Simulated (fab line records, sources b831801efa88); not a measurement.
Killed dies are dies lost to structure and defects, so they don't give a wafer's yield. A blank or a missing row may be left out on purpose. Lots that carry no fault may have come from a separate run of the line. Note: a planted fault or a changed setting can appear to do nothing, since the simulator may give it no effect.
fab line records | flow sky130
record lots=12 | wafers=36 | last-day=50
route steps=708 shown VT_ADJUST_LVTN@117 VT_ADJUST_NCORE@127 SONOS_ONO@168 PAD_OPEN@708
lots that met no fault: from a run of the same line without faults
start-h: hours from the record's opening day to when the first of the lot's shown wafers began | wait-h: hours from the lot's prior step to this one | " as in the row above | L1.1+2: one row covering several wafers at once | - no value, or no start given | * or withheld: withheld | < > ~ a bound
route shown NAME@n: names a module that has steps shown in the file, with the first one's number in the route | usual: average and standard deviation across the fault-free wafers | same: alike in all rows | chamber/n: place in a boat | sites: the reading at each site | _std_site: the standard deviation of these | _edge_site: the outer-site mean with the inner-site mean subtracted | radius-mm: for every site, how far away it sits from the centre of the wafer | mask NAME#n: copy n | behind: the most recent tool/chamber to have shaped the wafer | hold: why the lot was held/for how many hours/how that ended | device: the n, p or np transistor that did not switch | end of line: at the end of the route, the tests of the same wafers | a step without rows: its recipe alone | killed: at the first sort, the dies lost to defects and structure; wafer yield is something else | map: the dies of a wafer, with x for killed, . for not killed, _ for no die there
set.NAME: the run value of the setting; set.NAME@STEP: its run value at that earlier step | model.NAME: the simulator's own value behind a step, which no gauge read
the route's steps for a sample of lots (tables are steps, rows are wafers)
services: when a tool's chamber went out of use (start-h, in hours from the record's first day, below 0 if earlier), for how many hours, and the reason
## steps
# step SKY_VT_ADJUST_LVTN_STRIP_20
# recipe chemistry=O2/N2 | power-w=1400 | pressure-mtorr=1500 | platen-temp-c=withheld | o2-flow-sccm=3000 | n2-flow-sccm=300 | overash-fraction=0.5
# usual drypump-motor-current-A=5.5/0.37 | n2-flow-sccm=299.9/1 | oes-product-au=0.715/0.0045 | strip-time-to-endpoint-s=14.22/0.044
# same overash-fraction=0.5
lot.wafer | tool            | chamber | start-h | wait-h | drypump-motor-current-A | n2-flow-sccm | oes-product-au | rf-hours-counter-h | strip-time-to-endpoint-s
L676.2    | plasma-asher-01 | 0       | 169.25  | 0.1    | 5.9                     | 299.9        | 0.712          | 48                 | 14.20
L676.3    | "               | 1       | "       | "      | 5.4                     | 300.3        | 0.718          | -                  | 14.26
L676.5    | "               | 1       | "       | "      | 5.5                     | 297.7        | 0.708          | -                  | 14.22
L677.2    | plasma-asher-03 | 1       | 177.92  | 0.1    | 5.9                     | 298.3        | 0.717          | 50                 | 14.20
L677.4    | "               | 1       | "       | "      | 5.9                     | 299.5        | 0.715          | -                  | 14.22
L677.6    | "               | 0       | "       | "      | 5.5                     | 299.5        | 0.704          | -                  | 14.19
L678.1    | plasma-asher-04 | 0       | 183.57  | 0.1    | 5.4                     | 299.3        | 0.717          | 39                 | 14.25
L678.2    | "               | 1       | "       | "      | 4.9                     | 299.4        | 0.714          | 39                 | 14.25
L678.3    | "               | 0       | "       | "      | 5.4                     | 299.8        | 0.717          | -                  | 14.23
L680.2    | plasma-asher-01 | 0       | 190.27  | 0.1    | 5.9                     | 298.6        | 0.708          | 50                 | 14.25
L680.4    | "               | 1       | "       | "      | 5.5                     | 299.5        | 0.717          | -                  | 14.26
L680.5    | "               | 1       | "       | "      | 5.5                     | 300.0        | 0.718          | -                  | 14.18
L681.2    | plasma-asher-01 | 1       | 198.17  | 0.1    | 5.5                     | 299.9        | 0.714          | 51                 | 14.26
L681.3    | "               | 0       | "       | "      | 5.9                     | 301.4        | 0.719          | -                  | 14.26
L681.4    | "               | 1       | "       | "      | 5.5                     | 300.1        | 0.711          | -                  | 14.28
L683.1    | plasma-asher-03 | 1       | 210.08  | 0.1    | 5.9                     | 298.8        | 0.717          | 53                 | 14.28
L683.2    | "               | 0       | "       | "      | 5.5                     | 300.9        | 0.710          | 53                 | 14.27
L683.5    | "               | 0       | "       | "      | 5.5                     | 299.3        | 0.717          | -                  | 14.29
L684.1    | plasma-asher-04 | 0       | 214.12  | 0.1    | 5.4                     | 300.8        | 0.719          | 42                 | 14.27
L684.2    | "               | 1       | "       | "      | 4.9                     | 299.7        | 0.714          | 42                 | 14.31
L684.4    | "               | 0       | "       | "      | 5.5                     | 298.6        | 0.708          | -                  | 14.24
L685.1    | plasma-asher-04 | 0       | 226.27  | 0.1    | 5.4                     | 301.1        | 0.716          | 43                 | 14.28
L685.3    | "               | 1       | "       | "      | 4.9                     | 299.8        | 0.708          | -                  | 14.23
L685.5    | "               | 0       | "       | "      | 5.4                     | 300.0        | 0.715          | -                  | 14.29
L686.1    | plasma-asher-01 | 1       | 234.87  | 0.1    | 5.5                     | 302.2        | 0.711          | 55                 | 14.22
L686.4    | "               | 0       | "       | "      | 5.9                     | 301.0        | 0.716          | -                  | 14.20
L686.5    | "               | 0       | "       | "      | 5.9                     | 300.8        | 0.719          | -                  | 14.20
L687.2    | plasma-asher-03 | 1       | 241.12  | 0.1    | 5.9                     | 300.0        | 0.716          | 56                 | 14.22
L687.5    | "               | 1       | "       | "      | 5.9                     | 299.1        | 0.717          | -                  | 14.22
L687.6    | "               | 0       | "       | "      | 5.5                     | 301.6        | 0.717          | -                  | 14.22
L697.1    | plasma-asher-03 | 0       | 309.52  | 0.1    | 5.5                     | 299.4        | 0.718          | 63                 | 14.16
L697.3    | "               | 0       | "       | "      | 5.5                     | 301.0        | 0.709          | -                  | 14.17
L697.5    | "               | 0       | "       | "      | 5.5                     | 299.4        | 0.717          | -                  | 14.16
L698.1    | plasma-asher-04 | 1       | 320.68  | 0.1    | 4.9                     | 298.5        | 0.718          | 52                 | 14.18
L698.4    | "               | 1       | "       | "      | 4.9                     | 300.2        | 0.711          | -                  | 14.18
L698.6    | "               | 0       | "       | "      | 5.5                     | 299.5        | 0.713          | -                  | 14.17
# step SKY_VT_ADJUST_NCORE_OVL_MEAS_08
# usual VT_ADJUST_NCORE_OVL=-1.4/1.5
lot.wafer | tool       | chamber | start-h | wait-h | VT_ADJUST_NCORE_OVL[nm]
L676.2    | overlay-01 | -       | 188.19  | 0.1    | -1.6
L676.3    | "          | -       | "       | "      | -0.7
L676.5    | "          | -       | "       | "      | -0.9
L677.2    | overlay-01 | -       | 197.14  | 0.1    | -0.2
L677.4    | "          | -       | "       | "      | -1.4
L677.6    | "          | -       | "       | "      | -0.4
L678.1    | overlay-01 | -       | 203.19  | 0.1    | -0.8
L678.2    | "          | -       | "       | "      | 0.4
L678.3    | "          | -       | "       | "      | -0.3
L680.2    | overlay-02 | -       | 210.11  | 0.1    | -1.2
L680.4    | "          | -       | "       | "      | -3.3
L680.5    | "          | -       | "       | "      | -3.6
L681.2    | overlay-01 | -       | 220.09  | 0.1    | 0.0
L681.3    | "          | -       | "       | "      | 0.5
L681.4    | "          | -       | "       | "      | -0.9
L683.1    | overlay-02 | -       | 231.30  | 0.1    | -3.6
L683.2    | "          | -       | "       | "      | -2.3
L683.5    | "          | -       | "       | "      | -2.3
L684.1    | overlay-01 | -       | 236.25  | 0.1    | -2.7
L684.2    | "          | -       | "       | "      | -2.9
L684.4    | "          | -       | "       | "      | -1.2
L685.1    | overlay-01 | -       | 247.95  | 0.1    | -0.9
L685.3    | "          | -       | "       | "      | -1.4
L685.5    | "          | -       | "       | "      | -0.9
L686.1    | overlay-01 | -       | 257.89  | 0.1    | -0.9
L686.4    | "          | -       | "       | "      | 1.7
L686.5    | "          | -       | "       | "      | -0.3
L687.2    | overlay-02 | -       | 264.26  | 0.1    | -3.8
L687.5    | "          | -       | "       | "      | -3.8
L687.6    | "          | -       | "       | "      | -2.9
L697.1    | overlay-02 | -       | 336.04  | 0.1    | -2.5
L697.3    | "          | -       | "       | "      | -2.8
L697.5    | "          | -       | "       | "      | -3.7
L698.1    | overlay-01 | -       | 347.99  | 0.1    | -0.2
L698.4    | "          | -       | "       | "      | -0.5
L698.6    | "          | -       | "       | "      | 1.6
# step SKY_VT_ADJUST_NCORE_STRIP_10
# recipe chemistry=O2/N2 | power-w=1400 | pressure-mtorr=1500 | platen-temp-c=withheld | o2-flow-sccm=3000 | n2-flow-sccm=300 | overash-fraction=0.5
# usual drypump-motor-current-A=5.68/0.18 | n2-flow-sccm=299.9/0.81 | oes-product-au=0.715/0.0044 | strip-time-to-endpoint-s=14.18/0.038
# same overash-fraction=0.5
lot.wafer | tool            | chamber | start-h | wait-h | drypump-motor-current-A | n2-flow-sccm | oes-product-au | rf-hours-counter-h | strip-time-to-endpoint-s
L676.2    | plasma-asher-02 | 0       | 188.37  | 0.1    | 5.65                    | 298.1        | 0.709          | 7                  | 14.24
L676.3    | "               | 1       | "       | "      | 5.61                    | 300.1        | 0.709          | -                  | 14.24
L676.5    | "               | 0       | "       | "      | 5.64                    | 298.8        | 0.706          | -                  | 14.27
L677.2    | plasma-asher-03 | 1       | 197.32  | 0.1    | 5.91                    | 299.3        | 0.713          | 52                 | 14.21
L677.4    | "               | 0       | "       | "      | 5.52                    | 298.6        | 0.718          | -                  | 14.18
L677.6    | "               | 1       | "       | "      | 5.91                    | 300.4        | 0.716          | -                  | 14.21
L678.1    | plasma-asher-02 | 0       | 203.37  | 0.1    | 5.66                    | 299.3        | 0.711          | 8                  | 14.18
L678.2    | "               | 1       | "       | "      | 5.62                    | 298.8        | 0.717          | 8                  | 14.20
L678.3    | "               | 1       | "       | "      | 5.63                    | 299.7        | 0.717          | -                  | 14.14
L680.2    | plasma-asher-02 | 1       | 210.29  | 0.1    | 5.62                    | 301.4        | 0.714          | 9                  | 14.18
L680.4    | "               | 0       | "       | "      | 5.66                    | 301.1        | 0.723          | -                  | 14.19
L680.5    | "               | 0       | "       | "      | 5.65                    | 301.0        | 0.709          | -                  | 14.15
L681.2    | plasma-asher-02 | 1       | 220.27  | 0.1    | 5.62                    | 300.5        | 0.710          | 10                 | 14.19
L681.3    | "               | 1       | "       | "      | 5.62                    | 299.8        | 0.716          | -                  | 14.17
L681.4    | "               | 0       | "       | "      | 5.64                    | 300.4        | 0.726          | -                  | 14.19
L683.1    | plasma-asher-02 | 0       | 231.49  | 0.1    | 5.65                    | 300.0        | 0.720          | 11                 | 14.24
L683.2    | "               | 1       | "       | "      | 5.62                    | 299.6        | 0.721          | 11                 | 14.28
L683.5    | "               | 1       | "       | "      | 5.62                    | 299.2        | 0.716          | -                  | 14.25
L684.1    | plasma-asher-03 | 0       | 236.44  | 0.1    | 5.55                    | 300.4        | 0.709          | 56                 | 14.17
L684.2    | "               | 1       | "       | "      | 5.90                    | 299.4        | 0.723          | 56                 | 14.18
L684.4    | "               | 0       | "       | "      | 5.53                    | 300.9        | 0.718          | -                  | 14.16
L685.1    | plasma-asher-01 | 1       | 248.14  | 0.1    | 5.45                    | 299.9        | 0.718          | 56                 | 14.17
L685.3    | "               | 1       | "       | "      | 5.45                    | 301.6        | 0.718          | -                  | 14.16
L685.5    | "               | 0       | "       | "      | 5.95                    | 300.4        | 0.710          | -                  | 14.18
L686.1    | plasma-asher-03 | 0       | 258.07  | 0.1    | 5.52                    | 300.5        | 0.721          | 58                 | 14.25
L686.4    | "               | 0       | "       | "      | 5.52                    | 300.3        | 0.719          | -                  | 14.20
L686.5    | "               | 0       | "       | "      | 5.52                    | 301.1        | 0.717          | -                  | 14.23
L687.2    | plasma-asher-02 | 0       | 264.44  | 0.1    | 5.64                    | 299.9        | 0.711          | 14                 | 14.17
L687.5    | "               | 1       | "       | "      | 5.64                    | 301.1        | 0.722          | -                  | 14.19
L687.6    | "               | 0       | "       | "      | 5.65                    | 301.2        | 0.712          | -                  | 14.14
L697.1    | plasma-asher-01 | 1       | 336.22  | 0.1    | 5.46                    | 300.0        | 0.714          | 63                 | 14.21
L697.3    | "               | 1       | "       | "      | 5.46                    | 299.8        | 0.710          | -                  | 14.27
L697.5    | "               | 0       | "       | "      | 5.94                    | 300.4        | 0.716          | -                  | 14.21
L698.1    | plasma-asher-01 | 1       | 348.17  | 0.1    | 5.47                    | 299.9        | 0.717          | 64                 | 14.21
L698.4    | "               | 0       | "       | "      | 5.93                    | 300.6        | 0.706          | -                  | 14.16
L698.6    | "               | 1       | "       | "      | 5.45                    | 299.9        | 0.712          | -                  | 14.15
# step SKY_SONOS_ONO_OXIDATION_00
# recipe temp-c=800 | ambient=O2 | idle-temp-c=700 | ramp-up-c-per-min=10 | ramp-down-c-per-min=3 | stabilise-s=600 | purge-s=300 | target-thk-a=26 | ox-time-s=1249
# usual zone-power-top-pct=28.0/0.65
lot.wafer | tool       | chamber | start-h | wait-h | zone-power-top-pct
L676.2    | furnace-02 | 0       | 255.22  | 1.0    | 28.6
L676.3    | "          | 0       | "       | "      | 28.3
L676.5    | "          | 0       | "       | "      | 28.5
L677.2    | furnace-01 | 0       | 264.41  | 0.3    | 27.8
L677.4    | "          | 0       | "       | "      | 27.4
L677.6    | "          | 0       | "       | "      | 27.6
L678.1    | furnace-01 | 0       | 271.63  | 0.3    | 27.6
L678.2    | "          | 0       | "       | "      | 27.9
L678.3    | "          | 0       | "       | "      | 27.2
L680.2    | furnace-01 | 0       | 280.20  | 0.1    | 27.5
L680.4    | "          | 0       | "       | "      | 27.6
L680.5    | "          | 0       | "       | "      | 27.3
L681.2    | furnace-01 | 0       | 292.19  | 1.5    | 27.4
L681.3    | "          | 0       | "       | "      | 27.6
L681.4    | "          | 0       | "       | "      | 27.3
L683.1    | furnace-01 | 0       | 305.13  | 1.1    | 27.2
L683.2    | "          | 0       | "       | "      | 27.8
L683.5    | "          | 0       | "       | "      | 27.4
L684.1    | furnace-02 | 0       | 309.45  | 0.0    | 28.7
L684.2    | "          | 0       | "       | "      | 28.6
L684.4    | "          | 0       | "       | "      | 28.1
L685.1    | furnace-02 | 0       | 324.60  | 1.0    | 28.7
L685.3    | "          | 0       | "       | "      | 28.2
L685.5    | "          | 0       | "       | "      | 28.9
L686.1    | furnace-01 | 0       | 334.53  | 0.0    | 28.0
L686.4    | "          | 0       | "       | "      | 27.0
L686.5    | "          | 0       | "       | "      | 27.6
L687.2    | furnace-01 | 0       | 343.09  | 2.1    | 27.5
L687.5    | "          | 0       | "       | "      | 27.5
L687.6    | "          | 0       | "       | "      | 27.2
L697.1    | furnace-01 | 0       | 423.14  | 0.0    | 27.3
L697.3    | "          | 0       | "       | "      | 27.2
L697.5    | "          | 0       | "       | "      | 27.5
L698.1    | furnace-01 | 0       | 436.54  | 0.0    | 27.7
L698.4    | "          | 0       | "       | "      | 27.3
L698.6    | "          | 0       | "       | "      | 27.5
# step SKY_SONOS_ONO_THK_MEAS_01
# recipe reads=SiO2_of_SONOS_ONO_OXIDATION_00
# usual SONOS_ONO_OXIDATION_THK=2.59/0.056
lot.wafer | tool          | chamber | start-h | wait-h | SONOS_ONO_OXIDATION_THK[nm]
L676.2    | film-metro-04 | -       | 256.58  | 0.0    | 2.57
L676.3    | "             | -       | "       | "      | 2.67
L676.5    | "             | -       | "       | "      | 2.63
L677.2    | film-metro-03 | -       | 265.77  | 0.0    | 2.64
L677.4    | "             | -       | "       | "      | 2.57
L677.6    | "             | -       | "       | "      | 2.62
L678.1    | film-metro-02 | -       | 272.98  | 0.0    | 2.62
L678.2    | "             | -       | "       | "      | 2.70
L678.3    | "             | -       | "       | "      | 2.65
L680.2    | film-metro-03 | -       | 281.56  | 0.0    | 2.48
L680.4    | "             | -       | "       | "      | 2.51
L680.5    | "             | -       | "       | "      | 2.49
L681.2    | film-metro-04 | -       | 293.55  | 0.0    | 2.70
L681.3    | "             | -       | "       | "      | 2.65
L681.4    | "             | -       | "       | "      | 2.63
L683.1    | film-metro-03 | -       | 306.47  | 0.0    | 2.67
L683.2    | "             | -       | "       | "      | 2.65
L683.5    | "             | -       | "       | "      | 2.56
L684.1    | film-metro-03 | -       | 310.79  | 0.0    | 2.57
L684.2    | "             | -       | "       | "      | 2.53
L684.4    | "             | -       | "       | "      | 2.60
L685.1    | film-metro-04 | -       | 325.94  | 0.0    | 2.53
L685.3    | "             | -       | "       | "      | 2.58
L685.5    | "             | -       | "       | "      | 2.63
L686.1    | film-metro-04 | -       | 335.88  | 0.0    | 2.65
L686.4    | "             | -       | "       | "      | 2.60
L686.5    | "             | -       | "       | "      | 2.60
L687.2    | film-metro-04 | -       | 344.45  | 0.0    | 2.60
L687.5    | "             | -       | "       | "      | 2.49
L687.6    | "             | -       | "       | "      | 2.60
L697.1    | film-metro-04 | -       | 424.49  | 0.0    | 2.99
L697.3    | "             | -       | "       | "      | 2.90
L697.5    | "             | -       | "       | "      | 2.90
L698.1    | film-metro-02 | -       | 437.88  | 0.0    | 2.79
L698.4    | "             | -       | "       | "      | 2.76
L698.6    | "             | -       | "       | "      | 2.85
# step SKY_PAD_OPEN_PROBE_99
# usual killed_at_M0_to_M3=44/7.2 | killed_at_M4_up=3.0/1.9 | killed-at-contacts=25/4.8 | killed-at-front-end=16/4.2 | killed-at-other=0.2/0.44 | killed-dies=88/9.3 | killed-open=48/7.1 | killed-short=40/6.5
# same gross-dies=492 | killed-at-back-side=0
lot.wafer | tool      | chamber | start-h | wait-h | killed_at_M0_to_M3 | killed_at_M4_up | killed-at-contacts | killed-at-front-end | killed-at-other | killed-dies | killed-open | killed-short
L677.2    | prober-02 | -       | 1083.55 | 0.1    | 56                 | 4               | 20                 | 18                  | 1               | 99          | 56          | 43
L677.4    | prober-02 | -       | 1083.65 | 0.2    | 40                 | 6               | 26                 | 18                  | 0               | 90          | 58          | 32
L677.6    | prober-02 | -       | 1083.75 | 0.2    | 34                 | 4               | 27                 | 16                  | 0               | 81          | 45          | 36
L684.1    | prober-01 | -       | 1122.01 | 0.1    | 36                 | 3               | 27                 | 14                  | 0               | 80          | 46          | 34
L684.2    | prober-01 | -       | 1122.06 | 0.1    | 46                 | 1               | 28                 | 11                  | 0               | 86          | 38          | 48
L684.4    | prober-01 | -       | 1122.16 | 0.2    | 46                 | 3               | 24                 | 13                  | 0               | 86          | 50          | 36
L686.1    | prober-01 | -       | 1138.48 | 0.1    | 34                 | 5               | 28                 | 14                  | 0               | 81          | 43          | 38
L686.4    | prober-01 | -       | 1138.63 | 0.2    | 49                 | 4               | 17                 | 20                  | 0               | 90          | 53          | 37
L686.5    | prober-01 | -       | 1138.68 | 0.2    | 45                 | 6               | 22                 | 16                  | 0               | 89          | 43          | 46
L687.2    | prober-02 | -       | 1143.45 | 0.1    | 58                 | 4               | 27                 | 15                  | 0               | 104         | 53          | 51
L687.5    | prober-02 | -       | 1143.60 | 0.2    | 48                 | 5               | 27                 | 17                  | 0               | 97          | 55          | 42
L687.6    | prober-02 | -       | 1143.65 | 0.2    | 42                 | 1               | 25                 | 12                  | 0               | 80          | 45          | 35
L697.1    | prober-01 | -       | 1187.33 | 0.1    | 39                 | 4               | 24                 | 17                  | 0               | 84          | 52          | 32
L697.3    | prober-01 | -       | 1187.43 | 0.2    | 41                 | 0               | 25                 | 13                  | 0               | 79          | 45          | 34
L697.5    | prober-01 | -       | 1187.53 | 0.2    | 34                 | 4               | 27                 | 12                  | 0               | 77          | 34          | 43
# killed by level:class
L677.2 VIA1:geometric-particle:open=12 CONTACT:geometric-particle:open=10 VIA1:geometric-particle:short=9 METAL1:geometric-particle:short=9 FIELD_ISO:geometric-particle:open=7 VIA3:geometric-particle:open=7 VIA2:geometric-particle:open=6 FIELD_ISO:geometric-particle:short=5
L677.4 VIA1:geometric-particle:open=12 CONTACT:geometric-particle:open=10 LI_CONTACT:geometric-particle:open=6 VIA3:geometric-particle:open=6 CONTACT:geometric-particle:short=5 METAL1:geometric-particle:short=5 POLY_GATE:geometric-particle:open=4 SPACER:geometric-particle:open=4
L677.6 CONTACT:geometric-particle:open=12 CONTACT:geometric-particle:short=7 METAL1:geometric-particle:short=6 VIA3:geometric-particle:open=6 LI_CONTACT:geometric-particle:open=5 VIA1:geometric-particle:open=5 SPACER:geometric-particle:open=4 VIA3:geometric-particle:short=4
L684.1 VIA1:geometric-particle:open=14 CONTACT:geometric-particle:open=11 CONTACT:geometric-particle:short=7 FIELD_ISO:geometric-particle:open=5 LI_CONTACT:geometric-particle:open=5 VIA3:geometric-particle:open=5 METAL2:geometric-particle:short=4 LI_CONTACT:geometric-particle:short=3
L684.2 VIA1:geometric-particle:open=9 VIA3:geometric-particle:open=9 LI_CONTACT:geometric-particle:short=6 CONTACT:geometric-particle:short=6 METAL1:geometric-particle:short=6 LOCAL_INTERCONNECT:geometric-particle:short=5 CONTACT:geometric-particle:open=5 VIA1:geometric-particle:short=5
L684.4 VIA3:geometric-particle:open=11 VIA1:geometric-particle:open=10 CONTACT:geometric-particle:open=9 CONTACT:geometric-particle:short=7 METAL2:geometric-particle:short=6 VIA2:geometric-particle:short=6 FIELD_ISO:geometric-particle:open=5 METAL2:geometric-particle:open=4
L686.1 CONTACT:geometric-particle:open=10 LI_CONTACT:geometric-particle:open=8 METAL1:geometric-particle:short=8 VIA2:geometric-particle:open=7 CONTACT:geometric-particle:short=5 METAL2:geometric-particle:short=5 VIA1:geometric-particle:open=4 VIA3:geometric-particle:open=4
L686.4 VIA1:geometric-particle:open=9 VIA3:geometric-particle:open=9 LI_CONTACT:geometric-particle:open=6 VIA2:geometric-particle:open=5 METAL1:geometric-particle:short=5 VIA2:geometric-particle:short=5 FIELD_ISO:geometric-particle:short=4 POLY_GATE:geometric-particle:open=4
L686.5 CONTACT:geometric-particle:open=12 VIA2:geometric-particle:open=10 METAL2:geometric-particle:short=8 VIA1:geometric-particle:short=7 POLY_GATE:geometric-particle:open=5 POLY_GATE:geometric-particle:short=5 VIA1:geometric-particle:open=5 METAL4:geometric-particle:short=5
L687.2 VIA1:geometric-particle:open=12 VIA3:geometric-particle:open=10 VIA2:geometric-particle:open=9 CONTACT:geometric-particle:open=8 LOCAL_INTERCONNECT:geometric-particle:short=6 CONTACT:geometric-particle:short=6 VIA2:geometric-particle:short=6 FIELD_ISO:geometric-particle:short=5
L687.5 CONTACT:geometric-particle:open=14 VIA1:geometric-particle:open=10 VIA2:geometric-particle:open=8 VIA3:geometric-particle:open=7 METAL1:geometric-particle:short=6 LI_CONTACT:geometric-particle:short=5 VIA3:geometric-particle:short=5 VIA1:geometric-particle:short=4
L687.6 LI_CONTACT:geometric-particle:open=10 VIA1:geometric-particle:open=10 CONTACT:geometric-particle:open=9 VIA3:geometric-particle:open=7 METAL1:geometric-particle:short=5 METAL2:geometric-particle:short=5 POLY_GATE:geometric-particle:short=3 VIA2:geometric-particle:open=3
L697.1 CONTACT:geometric-particle:open=11 VIA1:geometric-particle:open=9 VIA2:geometric-particle:open=8 LI_CONTACT:geometric-particle:open=6 VIA2:geometric-particle:short=5 FIELD_ISO:geometric-particle:open=4 POLY_GATE:geometric-particle:open=4 METAL2:geometric-particle:short=4
L697.3 CONTACT:geometric-particle:open=14 VIA1:geometric-particle:open=8 VIA1:geometric-particle:short=7 VIA2:geometric-particle:short=6 CONTACT:geometric-particle:short=5 VIA3:geometric-particle:open=5 FIELD_ISO:geometric-particle:open=4 FIELD_ISO:geometric-particle:short=3
L697.5 CONTACT:geometric-particle:open=10 CONTACT:geometric-particle:short=7 VIA2:geometric-particle:short=6 VIA1:geometric-particle:open=6 VIA3:geometric-particle:open=6 VIA1:geometric-particle:short=4 METAL4:geometric-particle:short=4 VIA2:geometric-particle:open=4
## services
tool            | chamber | start-h | hours | kind
furnace-02      | -       | 151.45  | 4.2   | pm
furnace-01      | -       | 160.28  | 40.9  | repair
plasma-asher-04 | -       | 163.93  | 0.7   | repair
furnace-02      | -       | 202.28  | 4.4   | pm
furnace-02      | -       | 216.11  | 13.6  | pm
furnace-01      | -       | 253.32  | 4.2   | pm
plasma-asher-04 | -       | 263.05  | 0.7   | repair
plasma-asher-01 | -       | 268.44  | 2.8   | pm
furnace-01      | -       | 283.35  | 1.2   | repair
plasma-asher-01 | -       | 298.93  | 6.8   | repair
plasma-asher-03 | -       | 313.40  | 1.9   | repair
plasma-asher-01 | -       | 357.99  | 0.5   | repair
plasma-asher-02 | -       | 376.84  | 2.1   | repair
plasma-asher-01 | -       | 415.83  | 0.4   | repair
plasma-asher-03 | -       | 421.25  | 9.0   | pm
plasma-asher-03 | 0       | 421.25  | 9.0   | vent-cycle
plasma-asher-03 | 1       | 421.25  | 9.0   | vent-cycle
plasma-asher-03 | -       | 427.01  | 0.8   | repair
plasma-asher-03 | 0       | 430.25  | -     | clean
plasma-asher-03 | 1       | 430.25  | -     | clean
plasma-asher-01 | -       | 431.53  | 0.6   | repair
## key
first-sign step=SKY_SONOS_ONO_THK_MEAS_01 | reading=SONOS_ONO_OXIDATION_THK | direction=up | sigmas=4.9 | usual=2.59 | struck=2.87
effect none on later readings
met-at SKY_SONOS_ONO_OXIDATION_00
struck-lots L697,L698
tester-left-out L697,L698
not-acting-at SKY_VT_ADJUST_LVTN_STRIP_20,SKY_VT_ADJUST_NCORE_OVL_MEAS_08,SKY_VT_ADJUST_NCORE_STRIP_10
onset-between 343.09 423.14
also-fits time
fault kind=process-parameter-drift | tool=furnace-01 | chamber=- | onset-h=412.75 | steps=SKY_SONOS_ONO_OXIDATION_00 | channel=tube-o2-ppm | offset=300 | shape=step | end-h=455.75
# tester-left-out: of these lots the tester's yield and bins aren't shown, on N5 and GAA mostly nor the transistor test; their killed dies are dies lost to structure and defects alone, not to doping, threshold or leakage, so they don't give the yield
